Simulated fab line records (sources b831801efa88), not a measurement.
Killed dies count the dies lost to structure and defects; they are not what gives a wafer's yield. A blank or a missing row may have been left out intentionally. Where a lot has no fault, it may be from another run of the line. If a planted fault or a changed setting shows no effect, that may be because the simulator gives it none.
fab line records    flow sky130
record lots=6  wafers=18  last_day=50
route steps=708 shown LDD_N@252 LDD_P@255 LDD_HVN@267 PAD_OPEN@708
lots untouched by any fault: they come from a run of this same line in which no faults occurred
start_h: start of the lot's first displayed wafer, in hours after the record's first day    wait_h: time in hours since the lot's previous step    " identical to the entry in the row above    L1.1+2: several wafers, shown together as one row    - either no value or no given start    * or withheld: withheld    < > ~ a bound
route shown NAME@n: NAME is a module with steps in the file, n the number in the route of the first one    usual: average and standard deviation across the fault-free wafers    same: alike in all rows    chamber/n: place in a boat    sites: per-site readings    _std_site: how widely they spread, as a standard deviation    _edge_site: mean of outer sites minus mean of inner sites    radius_mm: how far each site lies from the wafer's centre    mask NAME#n: copy n    behind: the tool/chamber that last shaped the wafer    hold: reason for holding the lot/hours on hold/outcome of the hold    device: names the non-switching transistor (n, p or np)    end of line: tests of these same wafers at the route's end    a step without rows: its recipe alone    killed: at the first sort, the dies lost to defects and structure; wafer yield is something else    map: per-die view of a wafer (x killed, . not killed, _ where there is no die)
set.NAME: the run value of the setting; set.NAME@STEP: its run value at that earlier step    model.NAME: the simulator's own value behind a step, which no gauge read
a table for each step, a row for each wafer; lots at some steps of the route
services: a tool's chamber out of use, with start hour (start_h, from the record's first day; less than 0 if before it), hours out, and reason
## steps
# step SKY_LDD_N_IMPLANT_15
# recipe species=BF2  energy_kev=50  dose_cm2=5e+12  tilt_deg=30  rotation_deg=270
# step SKY_LDD_N_STRIP_16
# recipe chemistry=O2/N2  power_w=1400  pressure_mtorr=1500  platen_temp_c=withheld  o2_flow_sccm=3000  n2_flow_sccm=300  overash_fraction=0.5
# usual drypump_motor_current_A=5.25/0.29  oes_product_au=0.406/0.0046  strip_time_to_endpoint_s=4.312/0.015
lot.wafer  tool             chamber  start_h  wait_h  drypump_motor_current_A  oes_product_au  rf_hours_counter_h  strip_time_to_endpoint_s
L953.1     plasma_asher-04  0        410.50   0.1     5.14                     0.405           52                  4.321
L953.4     "                0        "        "       5.15                     0.402           -                   4.361
L953.5     "                1        "        "       5.24                     0.412           -                   4.345
L955.2     plasma_asher-02  1        423.94   0.1     5.77                     0.402           31                  4.328
L955.5     "                1        "        "       5.76                     0.399           -                   4.294
L955.6     "                0        "        "       5.56                     0.413           -                   4.320
L965.1     plasma_asher-04  1        509.98   0.1     5.27                     0.409           62                  4.307
L965.4     "                0        "        "       5.14                     0.404           -                   4.303
L965.5     "                0        "        "       5.14                     0.414           -                   4.314
L972.2     plasma_asher-04  0        567.43   0.1     5.10                     0.408           67                  4.297
L972.3     "                1        "        "       5.23                     0.411           -                   4.307
L972.4     "                0        "        "       5.12                     0.418           -                   4.299
L974.1     plasma_asher-01  0        588.56   0.1     4.81                     0.400           16                  4.303
L974.4     "                0        "        "       4.82                     0.412           -                   4.320
L974.6     "                0        "        "       4.81                     0.402           -                   4.316
L976.1     plasma_asher-02  1        594.16   0.1     5.70                     0.409           46                  4.318
L976.5     "                1        "        "       5.74                     0.406           -                   4.305
L976.6     "                0        "        "       5.54                     0.409           -                   4.284
# step SKY_LDD_N_TW_MEAS_17
# usual LDD_N_TW=2573/19
lot.wafer  tool           chamber  start_h  wait_h  LDD_N_TW
L953.1     film_metro-02  -        410.60   0.1     2598
L953.4     "              -        "        "       2597
L953.5     "              -        "        "       2585
L955.2     film_metro-04  -        424.04   0.1     2572
L955.5     "              -        "        "       2559
L955.6     "              -        "        "       2582
L965.1     film_metro-03  -        510.08   0.1     2563
L965.4     "              -        "        "       2559
L965.5     "              -        "        "       2547
L972.2     film_metro-04  -        567.54   0.1     2551
L972.3     "              -        "        "       2575
L972.4     "              -        "        "       2568
L974.1     film_metro-02  -        588.66   0.1     2589
L974.4     "              -        "        "       2587
L974.6     "              -        "        "       2572
L976.1     film_metro-03  -        594.26   0.1     2542
L976.5     "              -        "        "       2549
L976.6     "              -        "        "       2548
# step SKY_LDD_P_DEHYDRATE_00
# recipe temp_c=200  time_s=60
# step SKY_LDD_P_HMDS_01
# recipe prime_time_s=60  prime_temp_c=120
# step SKY_LDD_P_COAT_02
# recipe resist=NOVOLAK  spin_rpm=3000  resist_thk_nm=1140
# step SKY_LDD_P_SOFTBAKE_03
# recipe temp_c=90  time_s=60  resist=NOVOLAK
# step SKY_LDD_P_EXPOSE_04
# recipe mask_id=PSDM  na=0.6  source_shape=conventional  sigma_outer=0.6  polarization=unpolarized  target_cd_nm=380  dose_mj=138
# step SKY_LDD_P_PEB_05
# recipe temp_c=withheld  time_s=*  resist=NOVOLAK
# step SKY_LDD_P_DEVELOP_06
# recipe resist=NOVOLAK  developer=TMAH  develop_time_s=60  dev_temp_c=23
# step SKY_LDD_P_CD_MEAS_07
# recipe target_cd_nm=380
# usual cd_nm=380.4/1.9
lot.wafer  tool       chamber  start_h  wait_h  cd_nm
L953.1     cd_sem-01  -        440.31   0.1     379.1
L953.4     "          -        "        "       377.3
L953.5     "          -        "        "       379.6
L955.2     cd_sem-02  -        454.08   0.1     383.8
L955.5     "          -        "        "       384.8
L955.6     "          -        "        "       382.0
L965.1     cd_sem-01  -        539.67   0.1     380.8
L965.4     "          -        "        "       379.7
L965.5     "          -        "        "       380.1
L972.2     cd_sem-01  -        597.29   0.1     379.2
L972.3     "          -        "        "       379.7
L972.4     "          -        "        "       379.5
L974.1     cd_sem-01  -        617.86   0.1     378.1
L974.4     "          -        "        "       378.7
L974.6     "          -        "        "       379.3
L976.1     cd_sem-01  -        624.22   0.1     386.7
L976.5     "          -        "        "       384.4
L976.6     "          -        "        "       381.2
# step SKY_LDD_P_OVL_MEAS_08
# usual LDD_P_OVL=0.4/1.3
lot.wafer  tool        chamber  start_h  wait_h  LDD_P_OVL[nm]
L953.1     overlay-02  -        440.43   0.1     0.9
L953.4     "           -        "        "       0.7
L953.5     "           -        "        "       0.0
L955.2     overlay-01  -        454.19   0.1     1.4
L955.5     "           -        "        "       1.2
L955.6     "           -        "        "       0.3
L965.1     overlay-02  -        539.79   0.1     -1.1
L965.4     "           -        "        "       -1.1
L965.5     "           -        "        "       -2.0
L972.2     overlay-02  -        597.39   0.1     -0.4
L972.3     "           -        "        "       -1.5
L972.4     "           -        "        "       -1.9
L974.1     overlay-02  -        617.98   0.1     -0.7
L974.4     "           -        "        "       -0.5
L974.6     "           -        "        "       1.2
L976.1     overlay-01  -        624.34   0.1     0.8
L976.5     "           -        "        "       2.1
L976.6     "           -        "        "       1.0
# step SKY_LDD_P_IMPLANT_09
# recipe species=BF2  energy_kev=25  dose_cm2=1e+13  tilt_deg=withheld
# usual beam_on_s=9.99/0.2  dose_ions_cm2=1.0001e+13/1.1e+10  faraday_current_uA=56.5/1.1
lot.wafer  tool          chamber  start_h  wait_h  beam_on_s  dose_ions_cm2  faraday_current_uA
L953.1     implanter-03  0        440.47   0.0     10.14      1.0018e+13     55.7
L953.4     "             0        "        "       10.00      1e+13          56.5
L953.5     "             0        "        "       10.10      9.999e+12      55.9
L955.2     implanter-03  0        454.24   0.0     9.80       1.0003e+13     57.7
L955.5     "             0        "        "       10.30      1.0002e+13     54.6
L955.6     "             0        "        "       10.03      9.989e+12      56.4
L965.1     implanter-01  0        539.82   0.0     9.95       1.0002e+13     56.7
L965.4     "             0        "        "       9.98       1.0003e+13     56.5
L965.5     "             0        "        "       10.07      1e+13          56.1
L972.2     implanter-01  0        597.45   0.0     10.14      9.96e+11       5.6
L972.3     "             0        "        "       9.91       9.9e+11        5.7
L972.4     "             0        "        "       9.69       9.8e+11        5.8
L974.1     implanter-01  0        618.02   0.0     10.25      1.005e+12      5.5
L974.4     "             0        "        "       9.87       1.01e+12       5.7
L974.6     "             0        "        "       9.81       1.002e+12      5.8
L976.1     implanter-04  0        624.37   0.0     9.93       1.002e+13      56.9
L976.5     "             0        "        "       9.66       1.0011e+13     58.3
L976.6     "             0        "        "       10.18      9.992e+12      55.4
# step SKY_LDD_P_STRIP_10
# recipe chemistry=O2/N2  power_w=1400  pressure_mtorr=1500  platen_temp_c=withheld  o2_flow_sccm=3000  n2_flow_sccm=300  overash_fraction=0.5
# usual drypump_motor_current_A=5.64/0.3  oes_product_au=0.716/0.0048  strip_time_to_endpoint_s=14.18/0.048
lot.wafer  tool             chamber  start_h  wait_h  drypump_motor_current_A  oes_product_au  rf_hours_counter_h  strip_time_to_endpoint_s
L953.1     plasma_asher-03  1        440.62   0.1     5.86                     0.722           74                  14.28
L953.4     "                0        "        "       5.98                     0.723           -                   14.27
L953.5     "                1        "        "       5.87                     0.719           -                   14.28
L955.2     plasma_asher-03  0        454.37   0.1     5.96                     0.715           75                  14.15
L955.5     "                0        "        "       5.99                     0.713           -                   14.10
L955.6     "                1        "        "       5.84                     0.723           -                   14.11
L965.1     plasma_asher-02  1        539.97   0.1     5.76                     0.720           41                  14.12
L965.4     "                1        "        "       5.74                     0.713           -                   14.15
L965.5     "                0        "        "       5.56                     0.722           -                   14.18
L972.2     plasma_asher-03  1        597.57   0.1     5.87                     0.724           91                  14.23
L972.3     "                1        "        "       5.85                     0.718           -                   14.20
L972.4     "                0        "        "       6.00                     0.715           -                   14.21
L974.1     plasma_asher-04  1        618.17   0.1     5.27                     0.714           73                  14.22
L974.4     "                0        "        "       5.15                     0.715           -                   14.20
L974.6     "                0        "        "       5.09                     0.719           -                   14.20
L976.1     plasma_asher-02  1        624.52   0.1     5.76                     0.718           49                  14.10
L976.5     "                0        "        "       5.56                     0.717           -                   14.13
L976.6     "                1        "        "       5.72                     0.715           -                   14.14
# step SKY_LDD_P_TW_MEAS_11
# usual LDD_P_TW=632/5.5
lot.wafer  tool           chamber  start_h  wait_h  LDD_P_TW
L953.1     film_metro-02  -        440.72   0.1     639
L953.4     "              -        "        "       643
L953.5     "              -        "        "       642
L955.2     film_metro-02  -        454.48   0.1     634
L955.5     "              -        "        "       640
L955.6     "              -        "        "       639
L965.1     film_metro-01  -        540.07   0.1     624
L965.4     "              -        "        "       623
L965.5     "              -        "        "       625
L972.2     film_metro-04  -        597.68   0.1     316
L972.3     "              -        "        "       313
L972.4     "              -        "        "       315
L974.1     film_metro-02  -        618.27   0.1     309
L974.4     "              -        "        "       312
L974.6     "              -        "        "       314
L976.1     film_metro-01  -        624.62   0.1     630
L976.5     "              -        "        "       631
L976.6     "              -        "        "       628
# step SKY_LDD_HVN_DEHYDRATE_00
# recipe temp_c=200  time_s=60
# step SKY_PAD_OPEN_PROBE_99
# usual killed_at_M0_to_M3=44/6.8  killed_at_M4_up=3.4/2  killed_at_contacts=24/5.2  killed_at_front_end=15/5.2  killed_at_other=0.2/0.46  killed_dies=87/9.8  killed_open=47/7.5  killed_short=39/6.8
# same gross_dies=492  killed_at_back_side=0
lot.wafer  tool       chamber  start_h  wait_h  killed_at_M0_to_M3  killed_at_M4_up  killed_at_contacts  killed_at_front_end  killed_at_other  killed_dies  killed_open  killed_short  model.etest.tip_p.rs_ohm_sq  model.etest.tip_p.rs_ohm_sq_range  model.etest.tip_p.rs_ohm_sq_rim_less_centre  model.etest.pfet_01v8.r_on_ohm_um  model.etest.pfet_01v8.drive_ua_um  model.etest.pfet_01v8_hvt.drive_ua_um  model.etest.sram_pfet_latch.drive_ua_um  model.etest.pfet_01v8_mvt.drive_ua_um
L953.1     prober-02  -        1081.30  0.1     52                  4                24                  20                   0                100          52           48            6874                         177.8                              -5.283                                       2962                               185.5                              138.9                                  133.6                                    149.4
L953.4     prober-02  -        1081.45  0.2     43                  3                22                  18                   1                87           46           41            6858                         167.8                              -43.19                                       2926                               188.7                              140.6                                  136.6                                    149.4
L953.5     prober-02  -        1081.50  0.2     40                  2                24                  11                   1                78           42           36            6918                         116.7                              42.5                                         2938                               190.5                              141.9                                  138.2                                    150.5
L955.2     prober-02  -        1089.39  0.1     38                  4                21                  15                   1                79           45           34            6999                         181.4                              -100.9                                       2975                               184.4                              136.7                                  136.7                                    145.6
L955.5     prober-02  -        1089.54  0.2     41                  1                35                  17                   0                94           49           45            7029                         204.6                              -30.85                                       2962                               185.8                              137.1                                  135                                      146.1
L955.6     prober-02  -        1089.59  0.2     48                  2                18                  14                   0                82           48           34            6950                         131.1                              5.033                                        2982                               185.7                              138.7                                  136.2                                    146.2
L965.1     prober-01  -        1146.70  0.1     41                  4                21                  28                   0                94           53           41            6783                         171.1                              88.9                                         2879                               193.5                              145.4                                  137.7                                    153.5
L965.4     prober-01  -        1146.85  0.2     39                  2                23                  13                   0                77           52           25            6798                         230.9                              76.22                                        2965                               187.4                              138.9                                  137.8                                    148.8
L965.5     prober-01  -        1146.90  0.2     47                  2                26                  18                   0                93           46           47            6811                         143.9                              -48.27                                       2934                               191.7                              142.3                                  142.2                                    151.1
L972.2     prober-01  -        1180.79  0.1     42                  3                28                  8                    0                81           42           39            5.42e+04                     2382                               -1430                                        3076                               177.1                              130.9                                  129.1                                    145.9
L972.3     prober-01  -        1180.84  0.2     48                  1                28                  14                   0                91           40           51            5.471e+04                    2691                               -1007                                        3064                               177.5                              132.7                                  131.7                                    147
L972.4     prober-01  -        1180.89  0.2     39                  1                28                  16                   0                84           50           34            5.461e+04                    2955                               581.6                                        3096                               176.7                              130.2                                  130.3                                    146
L974.1     prober-01  -        1191.23  0.1     50                  2                18                  17                   0                87           36           51            6.473e+04                    3647                               -1721                                        3165                               170.8                              128.1                                  131.6                                    143.7
L974.4     prober-01  -        1191.38  0.2     39                  7                21                  10                   0                77           38           39            6.124e+04                    3452                               -2734                                        3080                               176.6                              132.9                                  127.2                                    145.8
L974.6     prober-01  -        1191.48  0.2     38                  3                29                  14                   0                84           50           34            6.04e+04                     3290                               -656.1                                       3131                               173.5                              129                                    129.3                                    145.4
L976.1     prober-01  -        1196.49  0.1     48                  8                15                  14                   0                85           46           39            6790                         324.3                              -230.5                                       2807                               201.5                              149.8                                  145.2                                    156.9
L976.5     prober-01  -        1196.69  0.2     30                  8                28                  16                   0                82           45           37            6852                         189.9                              -72.33                                       2863                               195.1                              145.3                                  141.3                                    153.9
L976.6     prober-01  -        1196.74  0.2     52                  5                22                  11                   0                90           49           41            6860                         229.1                              -157.3                                       2860                               195.3                              145.5                                  147.2                                    153.8
# killed by level:class
L953.1 VIA2:geometric_particle:open=10 CONTACT:geometric_particle:open=9 METAL1:geometric_particle:short=8 VIA1:geometric_particle:open=8 FIELD_ISO:geometric_particle:short=5 VIA1:geometric_particle:short=5 METAL2:geometric_particle:short=5 VIA3:geometric_particle:open=5
L953.4 VIA1:geometric_particle:open=14 LOCAL_INTERCONNECT:geometric_particle:short=7 POLY_GATE:geometric_particle:short=6 LI_CONTACT:geometric_particle:open=6 VIA3:geometric_particle:open=6 CONTACT:geometric_particle:open=5 VIA2:geometric_particle:open=5 VIA3:geometric_particle:short=5
L953.5 VIA1:geometric_particle:open=11 CONTACT:geometric_particle:open=10 LOCAL_INTERCONNECT:geometric_particle:short=8 VIA2:geometric_particle:open=7 VIA3:geometric_particle:open=5 FIELD_ISO:geometric_particle:short=4 LI_CONTACT:geometric_particle:open=4 METAL1:geometric_particle:short=4
L955.2 VIA1:geometric_particle:open=13 CONTACT:geometric_particle:open=9 FIELD_ISO:geometric_particle:open=5 LI_CONTACT:geometric_particle:open=4 CONTACT:geometric_particle:short=4 METAL2:geometric_particle:short=4 VIA2:geometric_particle:short=4 VIA3:geometric_particle:open=4
L955.5 LI_CONTACT:geometric_particle:open=12 VIA1:geometric_particle:open=10 CONTACT:geometric_particle:open=9 CONTACT:geometric_particle:short=6 METAL2:geometric_particle:short=6 VIA2:geometric_particle:open=6 FIELD_ISO:geometric_particle:short=5 POLY_GATE:geometric_particle:short=5
L955.6 VIA1:geometric_particle:open=19 VIA3:geometric_particle:open=9 CONTACT:geometric_particle:short=7 METAL1:geometric_particle:short=6 FIELD_ISO:geometric_particle:short=5 LI_CONTACT:geometric_particle:open=5 VIA2:geometric_particle:open=5 POLY_GATE:geometric_particle:open=3
L965.1 VIA1:geometric_particle:open=9 VIA3:geometric_particle:open=8 FIELD_ISO:geometric_particle:open=7 LI_CONTACT:geometric_particle:open=7 FIELD_ISO:geometric_particle:short=6 VIA2:geometric_particle:open=6 POLY_GATE:geometric_particle:open=5 LOCAL_INTERCONNECT:geometric_particle:short=5
L965.4 VIA1:geometric_particle:open=10 LI_CONTACT:geometric_particle:open=9 CONTACT:geometric_particle:open=9 VIA2:geometric_particle:open=8 VIA3:geometric_particle:short=4 FIELD_ISO:geometric_particle:short=3 FIELD_ISO:geometric_particle:open=3 METAL2:geometric_particle:open=3
L965.5 VIA2:geometric_particle:open=9 LI_CONTACT:geometric_particle:open=9 POLY_GATE:geometric_particle:short=7 CONTACT:geometric_particle:open=7 CONTACT:geometric_particle:short=6 VIA1:geometric_particle:open=6 VIA1:geometric_particle:short=5 METAL2:geometric_particle:short=5
L972.2 CONTACT:geometric_particle:open=16 METAL1:geometric_particle:short=8 VIA1:geometric_particle:open=7 METAL2:geometric_particle:short=6 VIA2:geometric_particle:open=5 LI_CONTACT:geometric_particle:open=4 VIA1:geometric_particle:short=4 VIA3:geometric_particle:open=4
L972.3 VIA1:geometric_particle:open=12 METAL1:geometric_particle:short=10 LI_CONTACT:geometric_particle:open=7 METAL2:geometric_particle:short=7 CONTACT:geometric_particle:open=6 LOCAL_INTERCONNECT:geometric_particle:short=5 CONTACT:geometric_particle:short=5 FIELD_ISO:geometric_particle:short=4
L972.4 CONTACT:geometric_particle:open=11 VIA1:geometric_particle:open=9 LI_CONTACT:geometric_particle:open=8 VIA2:geometric_particle:open=8 VIA3:geometric_particle:open=6 FIELD_ISO:geometric_particle:open=4 METAL2:geometric_particle:short=4 FIELD_ISO:geometric_particle:short=3
L974.1 VIA1:geometric_particle:open=12 METAL2:geometric_particle:short=9 LOCAL_INTERCONNECT:geometric_particle:short=6 CONTACT:geometric_particle:short=6 METAL1:geometric_particle:short=6 POLY_GATE:geometric_particle:short=5 VIA1:geometric_particle:short=5 FIELD_ISO:geometric_particle:open=4
L974.4 VIA1:geometric_particle:open=11 VIA3:geometric_particle:open=7 CONTACT:geometric_particle:short=5 CONTACT:geometric_particle:open=5 VIA1:geometric_particle:short=5 METAL2:geometric_particle:short=5 METAL4:geometric_particle:short=4 POLY_GATE:geometric_particle:short=3
L974.6 VIA1:geometric_particle:open=11 VIA2:geometric_particle:open=8 VIA1:geometric_particle:short=6 LI_CONTACT:geometric_particle:open=6 CONTACT:geometric_particle:short=6 CONTACT:geometric_particle:open=6 VIA3:geometric_particle:open=6 LI_CONTACT:geometric_particle:short=5
L976.1 VIA3:geometric_particle:open=11 LI_CONTACT:geometric_particle:open=9 VIA1:geometric_particle:open=8 METAL1:geometric_particle:short=7 METAL4:geometric_particle:short=6 VIA1:geometric_particle:short=6 METAL3:geometric_particle:short=6 POLY_GATE:geometric_particle:open=4
L976.5 LI_CONTACT:geometric_particle:open=9 VIA1:geometric_particle:open=8 LOCAL_INTERCONNECT:geometric_particle:short=7 FIELD_ISO:geometric_particle:open=6 CONTACT:geometric_particle:open=6 VIA2:geometric_particle:open=5 METAL4:geometric_particle:short=5 CONTACT:geometric_particle:short=4
L976.6 VIA1:geometric_particle:open=11 CONTACT:geometric_particle:open=9 METAL2:geometric_particle:short=8 LI_CONTACT:geometric_particle:open=7 VIA3:geometric_particle:open=7 METAL1:geometric_particle:short=5 VIA2:geometric_particle:open=5 VIA1:geometric_particle:short=5
## services
tool             chamber  start_h  hours  kind
implanter-01     -        393.18   1.8    repair
plasma_asher-01  -        421.25   9.0    pm
plasma_asher-01  0        421.25   9.0    vent_cycle
plasma_asher-01  1        421.25   9.0    vent_cycle
implanter-03     -        431.21   4.3    pm
implanter-01     -        433.59   1.1    repair
plasma_asher-02  -        437.29   2.0    repair
plasma_asher-01  -        448.93   1.8    repair
plasma_asher-04  -        454.71   6.5    repair
plasma_asher-02  -        467.49   22.7   repair
implanter-03     -        482.37   2.5    pm
implanter-01     -        483.51   3.0    repair
implanter-03     -        484.98   2.7    repair
implanter-04     -        490.94   0.7    repair
implanter-01     -        496.03   2.8    pm
plasma_asher-02  -        498.23   4.5    repair
implanter-01     -        499.51   0.7    repair
implanter-04     -        568.67   2.7    pm
plasma_asher-01  -        574.82   5.5    repair
implanter-03     -        577.36   4.6    repair
plasma_asher-04  -        579.43   1.4    repair
plasma_asher-02  -        581.29   1.3    repair
implanter-01     -        603.43   6.5    repair
plasma_asher-04  -        615.75   1.4    repair
## key
first_sign step=SKY_LDD_P_IMPLANT_09  reading=dose_ions_cm2  direction=down  sigmas=99+  usual=*  struck=*
effect step=SKY_LDD_P_IMPLANT_09  reading=faraday_current_uA  direction=down  sigmas=46  usual=56.5  struck=5.7
effect step=SKY_LDD_P_TW_MEAS_11  reading=LDD_P_TW  direction=down  sigmas=57  usual=632  struck=313
model_effect step=SKY_PAD_OPEN_PROBE_99  value=etest.tip_p.rs_ohm_sq  without=6830  struck=5.831e+04
met_at SKY_LDD_P_IMPLANT_09
struck_wafers L972.2,L972.3,L972.4,L974.1,L974.4,L974.6
tester_left_out L972,L974
onset_between 539.82 597.45
fault kind=process_parameter_drift  tool=implanter-01  chamber=-  onset_h=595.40  steps=SKY_LDD_P_IMPLANT_09  channel=dose_cm2  offset=*  shape=step  end_h=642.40  acts_in=*  stated=*
# tester_left_out: of these lots the tester's yield and bins aren't shown, on N5 and GAA mostly nor the transistor test; their killed dies are dies lost to structure and defects alone, not to doping, threshold or leakage, so they don't give the yield
